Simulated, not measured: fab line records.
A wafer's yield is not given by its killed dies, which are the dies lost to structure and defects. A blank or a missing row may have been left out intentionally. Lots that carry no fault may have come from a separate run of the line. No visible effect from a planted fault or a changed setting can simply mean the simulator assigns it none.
fab line records / flow sky130
record lots=14 wafers=42 last-day=50
route steps=708 shown SONOS_ONO@176
lots untouched by any fault: they come from a run of this same line in which no faults occurred
start-h: start of the lot's first displayed wafer, in hours after the record's first day / wait-h: time in hours since the lot's previous step / " the same as in the row above / L1.1+2: one row covering several wafers at once / - no value, or no start given / * or withheld: withheld / < > ~ a bound
route shown NAME@n: a module of which the file shows steps, and the number in the route of the first / usual: the fault-free wafers' mean and standard deviation / same: alike in all rows / chamber/n: place in a boat / sites: per-site readings / _std_site: the values' standard deviation / _edge_site: outer sites' mean less inner sites' / radius-mm: how far each site lies from the wafer's centre / mask NAME#n: copy n / behind: the last tool/chamber to shape the wafer / hold: cause of the lot's hold/its duration in hours/its outcome / device: the transistor (n, p or np) that didn't switch / end of line: at the end of the route, the tests of the same wafers / a step without rows: its recipe alone / killed: dies that structure and defects cost at the first sort, which is not the same as the wafer's yield / map: shows each die of a wafer: x if killed, . if not, _ if none is there
set.NAME: setting as actually run; set.NAME@STEP: the setting as run at that earlier step / model.NAME: the simulator's own value behind a step, which no gauge read
steps of the route over a sample of lots; a table a step, a row a wafer
services: from which hour (start-h, from the record's first day; less than 0 if before it) a tool's chamber was out of use, for how many hours, and why
## steps
# step SKY_SONOS_ONO_COAT_08
# recipe resist=NOVOLAK spin-rpm=3000 resist-thk-nm=1140
# usual spin-speed-rpm=3000.4/1.8
lot.wafer=L580.2 tool=litho-track-02 chamber=0 start-h=269.89 wait-h=0.1 spin-speed-rpm=2999.0
lot.wafer=L580.5 tool=litho-track-02 chamber=0 start-h=269.89 wait-h=0.1 spin-speed-rpm=3001.9
lot.wafer=L580.6 tool=litho-track-02 chamber=0 start-h=269.89 wait-h=0.1 spin-speed-rpm=2997.8
lot.wafer=L581.1 tool=litho-track-01 chamber=0 start-h=284.62 wait-h=0.1 spin-speed-rpm=3002.9
lot.wafer=L581.2 tool=litho-track-01 chamber=0 start-h=284.62 wait-h=0.1 spin-speed-rpm=3000.2
lot.wafer=L581.5 tool=litho-track-01 chamber=0 start-h=284.62 wait-h=0.1 spin-speed-rpm=2999.3
lot.wafer=L583.1 tool=litho-track-04 chamber=0 start-h=294.29 wait-h=0.1 spin-speed-rpm=2998.6
lot.wafer=L583.5 tool=litho-track-04 chamber=0 start-h=294.29 wait-h=0.1 spin-speed-rpm=3002.4
lot.wafer=L583.6 tool=litho-track-04 chamber=0 start-h=294.29 wait-h=0.1 spin-speed-rpm=2998.8
lot.wafer=L584.1 tool=litho-track-02 chamber=0 start-h=305.31 wait-h=0.1 spin-speed-rpm=3001.4
lot.wafer=L584.4 tool=litho-track-02 chamber=0 start-h=305.31 wait-h=0.1 spin-speed-rpm=2997.9
lot.wafer=L584.6 tool=litho-track-02 chamber=0 start-h=305.31 wait-h=0.1 spin-speed-rpm=3004.4
lot.wafer=L585.1 tool=litho-track-01 chamber=0 start-h=306.82 wait-h=0.1 spin-speed-rpm=3002.8
lot.wafer=L585.2 tool=litho-track-01 chamber=0 start-h=306.82 wait-h=0.1 spin-speed-rpm=3000.6
lot.wafer=L585.3 tool=litho-track-01 chamber=0 start-h=306.82 wait-h=0.1 spin-speed-rpm=3000.5
lot.wafer=L586.3 tool=litho-track-02 chamber=0 start-h=321.86 wait-h=0.1 spin-speed-rpm=2999.7
lot.wafer=L586.4 tool=litho-track-02 chamber=0 start-h=321.86 wait-h=0.1 spin-speed-rpm=2998.8
lot.wafer=L586.6 tool=litho-track-02 chamber=0 start-h=321.86 wait-h=0.1 spin-speed-rpm=2997.3
lot.wafer=L588.1 tool=litho-track-04 chamber=0 start-h=330.09 wait-h=0.1 spin-speed-rpm=3001.9
lot.wafer=L588.3 tool=litho-track-04 chamber=0 start-h=330.09 wait-h=0.1 spin-speed-rpm=3000.8
lot.wafer=L588.6 tool=litho-track-04 chamber=0 start-h=330.09 wait-h=0.1 spin-speed-rpm=3004.2
lot.wafer=L592.1 tool=litho-track-02 chamber=0 start-h=365.11 wait-h=0.1 spin-speed-rpm=2751.0
lot.wafer=L592.3 tool=litho-track-02 chamber=0 start-h=365.11 wait-h=0.1 spin-speed-rpm=2748.9
lot.wafer=L592.4 tool=litho-track-02 chamber=0 start-h=365.11 wait-h=0.1 spin-speed-rpm=2748.4
lot.wafer=L596.2 tool=litho-track-02 chamber=0 start-h=394.78 wait-h=0.1 spin-speed-rpm=2750.1
lot.wafer=L596.3 tool=litho-track-02 chamber=0 start-h=394.78 wait-h=0.1 spin-speed-rpm=2748.5
lot.wafer=L596.6 tool=litho-track-02 chamber=0 start-h=394.78 wait-h=0.1 spin-speed-rpm=2747.1
lot.wafer=L597.2 tool=litho-track-04 chamber=0 start-h=402.97 wait-h=0.1 spin-speed-rpm=3001.6
lot.wafer=L597.5 tool=litho-track-04 chamber=0 start-h=402.97 wait-h=0.1 spin-speed-rpm=3001.1
lot.wafer=L597.6 tool=litho-track-04 chamber=0 start-h=402.97 wait-h=0.1 spin-speed-rpm=3000.6
lot.wafer=L598.1 tool=litho-track-04 chamber=0 start-h=408.74 wait-h=0.1 spin-speed-rpm=3003.5
lot.wafer=L598.2 tool=litho-track-04 chamber=0 start-h=408.74 wait-h=0.1 spin-speed-rpm=2998.4
lot.wafer=L598.4 tool=litho-track-04 chamber=0 start-h=408.74 wait-h=0.1 spin-speed-rpm=3002.5
lot.wafer=L599.1 tool=litho-track-01 chamber=0 start-h=414.27 wait-h=0.1 spin-speed-rpm=3001.9
lot.wafer=L599.3 tool=litho-track-01 chamber=0 start-h=414.27 wait-h=0.1 spin-speed-rpm=2998.9
lot.wafer=L599.6 tool=litho-track-01 chamber=0 start-h=414.27 wait-h=0.1 spin-speed-rpm=3002.2
lot.wafer=L601.1 tool=litho-track-04 chamber=0 start-h=447.59 wait-h=0.1 spin-speed-rpm=3001.5
lot.wafer=L601.3 tool=litho-track-04 chamber=0 start-h=447.59 wait-h=0.1 spin-speed-rpm=3002.2
lot.wafer=L601.6 tool=litho-track-04 chamber=0 start-h=447.59 wait-h=0.1 spin-speed-rpm=3003.9
lot.wafer=L602.3 tool=litho-track-04 chamber=0 start-h=448.24 wait-h=0.1 spin-speed-rpm=3002.6
lot.wafer=L602.5 tool=litho-track-04 chamber=0 start-h=448.24 wait-h=0.1 spin-speed-rpm=3001.2
lot.wafer=L602.6 tool=litho-track-04 chamber=0 start-h=448.24 wait-h=0.1 spin-speed-rpm=3002.7
# step SKY_SONOS_ONO_STRIP_17
# recipe chemistry=O2/N2 power-w=1400 pressure-mtorr=1500 platen-temp-c=withheld o2-flow-sccm=3000 n2-flow-sccm=300 overash-fraction=0.5
# usual drypump-motor-current-A=5.6/0.48 n2-flow-sccm=300.2/0.94 oes-product-au=0.710/0.0046 strip-time-to-endpoint-s=14.09/0.053
lot.wafer=L580.2 tool=plasma-asher-01 chamber=1 start-h=282.19 wait-h=0.0 drypump-motor-current-A=5.3 n2-flow-sccm=300.9 oes-product-au=0.708 rf-hours-counter-h=48 strip-time-to-endpoint-s=14.13
lot.wafer=L580.5 tool=plasma-asher-01 chamber=0 start-h=282.19 wait-h=0.0 drypump-motor-current-A=6.6 n2-flow-sccm=299.4 oes-product-au=0.708 rf-hours-counter-h=- strip-time-to-endpoint-s=14.16
lot.wafer=L580.6 tool=plasma-asher-01 chamber=1 start-h=282.19 wait-h=0.0 drypump-motor-current-A=5.3 n2-flow-sccm=300.7 oes-product-au=0.717 rf-hours-counter-h=- strip-time-to-endpoint-s=14.17
lot.wafer=L581.1 tool=plasma-asher-04 chamber=0 start-h=297.08 wait-h=0.0 drypump-motor-current-A=5.4 n2-flow-sccm=298.8 oes-product-au=0.701 rf-hours-counter-h=58 strip-time-to-endpoint-s=13.97
lot.wafer=L581.2 tool=plasma-asher-04 chamber=1 start-h=297.08 wait-h=0.0 drypump-motor-current-A=5.7 n2-flow-sccm=301.2 oes-product-au=0.709 rf-hours-counter-h=58 strip-time-to-endpoint-s=13.98
lot.wafer=L581.5 tool=plasma-asher-04 chamber=0 start-h=297.08 wait-h=0.0 drypump-motor-current-A=5.4 n2-flow-sccm=300.3 oes-product-au=0.704 rf-hours-counter-h=- strip-time-to-endpoint-s=13.98
lot.wafer=L583.1 tool=plasma-asher-03 chamber=0 start-h=307.91 wait-h=0.0 drypump-motor-current-A=5.2 n2-flow-sccm=300.2 oes-product-au=0.713 rf-hours-counter-h=20 strip-time-to-endpoint-s=14.06
lot.wafer=L583.5 tool=plasma-asher-03 chamber=1 start-h=307.91 wait-h=0.0 drypump-motor-current-A=5.4 n2-flow-sccm=299.7 oes-product-au=0.709 rf-hours-counter-h=- strip-time-to-endpoint-s=14.04
lot.wafer=L583.6 tool=plasma-asher-03 chamber=0 start-h=307.91 wait-h=0.0 drypump-motor-current-A=5.2 n2-flow-sccm=300.1 oes-product-au=0.707 rf-hours-counter-h=- strip-time-to-endpoint-s=14.07
lot.wafer=L584.1 tool=plasma-asher-04 chamber=1 start-h=319.01 wait-h=0.0 drypump-motor-current-A=5.7 n2-flow-sccm=300.9 oes-product-au=0.708 rf-hours-counter-h=61 strip-time-to-endpoint-s=14.07
lot.wafer=L584.4 tool=plasma-asher-04 chamber=1 start-h=319.01 wait-h=0.0 drypump-motor-current-A=5.6 n2-flow-sccm=301.1 oes-product-au=0.709 rf-hours-counter-h=- strip-time-to-endpoint-s=14.07
lot.wafer=L584.6 tool=plasma-asher-04 chamber=0 start-h=319.01 wait-h=0.0 drypump-motor-current-A=5.4 n2-flow-sccm=300.1 oes-product-au=0.710 rf-hours-counter-h=- strip-time-to-endpoint-s=14.07
lot.wafer=L585.1 tool=plasma-asher-01 chamber=0 start-h=320.32 wait-h=0.0 drypump-motor-current-A=6.6 n2-flow-sccm=299.1 oes-product-au=0.713 rf-hours-counter-h=52 strip-time-to-endpoint-s=14.08
lot.wafer=L585.2 tool=plasma-asher-01 chamber=1 start-h=320.32 wait-h=0.0 drypump-motor-current-A=5.3 n2-flow-sccm=300.1 oes-product-au=0.704 rf-hours-counter-h=52 strip-time-to-endpoint-s=14.07
lot.wafer=L585.3 tool=plasma-asher-01 chamber=0 start-h=320.32 wait-h=0.0 drypump-motor-current-A=6.6 n2-flow-sccm=299.2 oes-product-au=0.708 rf-hours-counter-h=- strip-time-to-endpoint-s=14.07
lot.wafer=L586.3 tool=plasma-asher-04 chamber=0 start-h=335.59 wait-h=0.0 drypump-motor-current-A=5.4 n2-flow-sccm=299.6 oes-product-au=0.706 rf-hours-counter-h=- strip-time-to-endpoint-s=14.11
lot.wafer=L586.4 tool=plasma-asher-04 chamber=1 start-h=335.59 wait-h=0.0 drypump-motor-current-A=5.7 n2-flow-sccm=301.2 oes-product-au=0.709 rf-hours-counter-h=- strip-time-to-endpoint-s=14.13
lot.wafer=L586.6 tool=plasma-asher-04 chamber=1 start-h=335.59 wait-h=0.0 drypump-motor-current-A=5.6 n2-flow-sccm=301.7 oes-product-au=0.713 rf-hours-counter-h=- strip-time-to-endpoint-s=14.14
lot.wafer=L588.1 tool=plasma-asher-01 chamber=0 start-h=343.93 wait-h=0.0 drypump-motor-current-A=6.6 n2-flow-sccm=300.1 oes-product-au=0.715 rf-hours-counter-h=54 strip-time-to-endpoint-s=14.17
lot.wafer=L588.3 tool=plasma-asher-01 chamber=0 start-h=343.93 wait-h=0.0 drypump-motor-current-A=6.6 n2-flow-sccm=300.2 oes-product-au=0.718 rf-hours-counter-h=- strip-time-to-endpoint-s=14.17
lot.wafer=L588.6 tool=plasma-asher-01 chamber=1 start-h=343.93 wait-h=0.0 drypump-motor-current-A=5.3 n2-flow-sccm=299.6 oes-product-au=0.713 rf-hours-counter-h=- strip-time-to-endpoint-s=14.19
lot.wafer=L592.1 tool=plasma-asher-03 chamber=0 start-h=380.22 wait-h=0.0 drypump-motor-current-A=5.3 n2-flow-sccm=300.6 oes-product-au=0.703 rf-hours-counter-h=27 strip-time-to-endpoint-s=14.73
lot.wafer=L592.3 tool=plasma-asher-03 chamber=0 start-h=380.22 wait-h=0.0 drypump-motor-current-A=5.2 n2-flow-sccm=302.0 oes-product-au=0.713 rf-hours-counter-h=- strip-time-to-endpoint-s=14.69
lot.wafer=L592.4 tool=plasma-asher-03 chamber=1 start-h=380.22 wait-h=0.0 drypump-motor-current-A=5.4 n2-flow-sccm=299.6 oes-product-au=0.705 rf-hours-counter-h=- strip-time-to-endpoint-s=14.72
lot.wafer=L596.2 tool=plasma-asher-04 chamber=1 start-h=410.66 wait-h=0.0 drypump-motor-current-A=5.6 n2-flow-sccm=301.4 oes-product-au=0.703 rf-hours-counter-h=69 strip-time-to-endpoint-s=14.69
lot.wafer=L596.3 tool=plasma-asher-04 chamber=1 start-h=410.66 wait-h=0.0 drypump-motor-current-A=5.7 n2-flow-sccm=301.8 oes-product-au=0.706 rf-hours-counter-h=- strip-time-to-endpoint-s=14.68
lot.wafer=L596.6 tool=plasma-asher-04 chamber=0 start-h=410.66 wait-h=0.0 drypump-motor-current-A=5.4 n2-flow-sccm=299.0 oes-product-au=0.711 rf-hours-counter-h=- strip-time-to-endpoint-s=14.67
lot.wafer=L597.2 tool=plasma-asher-04 chamber=1 start-h=418.27 wait-h=0.0 drypump-motor-current-A=5.7 n2-flow-sccm=299.1 oes-product-au=0.722 rf-hours-counter-h=70 strip-time-to-endpoint-s=14.13
lot.wafer=L597.5 tool=plasma-asher-04 chamber=0 start-h=418.27 wait-h=0.0 drypump-motor-current-A=5.4 n2-flow-sccm=300.4 oes-product-au=0.704 rf-hours-counter-h=- strip-time-to-endpoint-s=14.16
lot.wafer=L597.6 tool=plasma-asher-04 chamber=1 start-h=418.27 wait-h=0.0 drypump-motor-current-A=5.6 n2-flow-sccm=298.7 oes-product-au=0.710 rf-hours-counter-h=- strip-time-to-endpoint-s=14.16
lot.wafer=L598.1 tool=plasma-asher-01 chamber=1 start-h=424.33 wait-h=0.0 drypump-motor-current-A=5.3 n2-flow-sccm=298.6 oes-product-au=0.705 rf-hours-counter-h=63 strip-time-to-endpoint-s=14.15
lot.wafer=L598.2 tool=plasma-asher-01 chamber=0 start-h=424.33 wait-h=0.0 drypump-motor-current-A=6.6 n2-flow-sccm=300.6 oes-product-au=0.709 rf-hours-counter-h=63 strip-time-to-endpoint-s=14.15
lot.wafer=L598.4 tool=plasma-asher-01 chamber=1 start-h=424.33 wait-h=0.0 drypump-motor-current-A=5.3 n2-flow-sccm=299.8 oes-product-au=0.704 rf-hours-counter-h=- strip-time-to-endpoint-s=14.14
lot.wafer=L599.1 tool=plasma-asher-03 chamber=0 start-h=428.91 wait-h=0.0 drypump-motor-current-A=5.2 n2-flow-sccm=299.8 oes-product-au=0.711 rf-hours-counter-h=32 strip-time-to-endpoint-s=14.07
lot.wafer=L599.3 tool=plasma-asher-03 chamber=1 start-h=428.91 wait-h=0.0 drypump-motor-current-A=5.5 n2-flow-sccm=298.6 oes-product-au=0.710 rf-hours-counter-h=- strip-time-to-endpoint-s=14.05
lot.wafer=L599.6 tool=plasma-asher-03 chamber=0 start-h=428.91 wait-h=0.0 drypump-motor-current-A=5.2 n2-flow-sccm=300.1 oes-product-au=0.715 rf-hours-counter-h=- strip-time-to-endpoint-s=14.12
lot.wafer=L601.1 tool=plasma-asher-01 chamber=1 start-h=463.27 wait-h=0.0 drypump-motor-current-A=5.3 n2-flow-sccm=300.5 oes-product-au=0.717 rf-hours-counter-h=67 strip-time-to-endpoint-s=14.10
lot.wafer=L601.3 tool=plasma-asher-01 chamber=1 start-h=463.27 wait-h=0.0 drypump-motor-current-A=5.3 n2-flow-sccm=300.4 oes-product-au=0.707 rf-hours-counter-h=- strip-time-to-endpoint-s=14.08
lot.wafer=L601.6 tool=plasma-asher-01 chamber=1 start-h=463.27 wait-h=0.0 drypump-motor-current-A=5.3 n2-flow-sccm=298.3 oes-product-au=0.701 rf-hours-counter-h=- strip-time-to-endpoint-s=14.13
lot.wafer=L602.3 tool=plasma-asher-03 chamber=1 start-h=463.87 wait-h=0.0 drypump-motor-current-A=5.5 n2-flow-sccm=300.2 oes-product-au=0.710 rf-hours-counter-h=- strip-time-to-endpoint-s=14.05
lot.wafer=L602.5 tool=plasma-asher-03 chamber=1 start-h=463.87 wait-h=0.0 drypump-motor-current-A=5.5 n2-flow-sccm=301.3 oes-product-au=0.715 rf-hours-counter-h=- strip-time-to-endpoint-s=14.06
lot.wafer=L602.6 tool=plasma-asher-03 chamber=0 start-h=463.87 wait-h=0.0 drypump-motor-current-A=5.2 n2-flow-sccm=300.2 oes-product-au=0.717 rf-hours-counter-h=- strip-time-to-endpoint-s=14.07
## services
tool=plasma-asher-01 chamber=- start-h=250.29 hours=1.3 kind=repair
tool=plasma-asher-04 chamber=- start-h=259.11 hours=28.1 kind=pm
tool=plasma-asher-04 chamber=- start-h=378.52 hours=4.3 kind=pm
tool=plasma-asher-04 chamber=- start-h=413.80 hours=0.9 kind=repair
tool=plasma-asher-04 chamber=- start-h=421.25 hours=9.0 kind=pm
tool=plasma-asher-04 chamber=0 start-h=421.25 hours=9.0 kind=vent-cycle
tool=plasma-asher-04 chamber=1 start-h=421.25 hours=9.0 kind=vent-cycle
tool=plasma-asher-04 chamber=- start-h=430.25 hours=10.0 kind=pm
tool=plasma-asher-04 chamber=0 start-h=430.25 hours=- kind=clean
tool=plasma-asher-04 chamber=1 start-h=430.25 hours=- kind=clean
tool=plasma-asher-04 chamber=- start-h=437.79 hours=3.2 kind=repair
## key
first-sign step=SKY_SONOS_ONO_COAT_08 reading=spin-speed-rpm direction=down sigmas=99+ usual=3000.4 struck=2749.0
effect step=SKY_SONOS_ONO_STRIP_17 reading=strip-time-to-endpoint-s direction=up sigmas=11 usual=* struck=*
met-at SKY_SONOS_ONO_COAT_08
struck-lots L592,L596
tester-left-out L592,L596
onset-between 321.86 365.11
fault kind=process-parameter-drift tool=litho-track-02 chamber=- onset-h=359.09 steps=SKY_SONOS_ONO_COAT_08 channel=spin-rpm offset=-251.73 shape=step end-h=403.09 acts-in=these-recipes-only stated=3000
# tester-left-out: of these lots the tester's yield and bins aren't shown, on N5 and GAA mostly nor the transistor test; their killed dies are dies lost to structure and defects alone, not to doping, threshold or leakage, so they don't give the yield
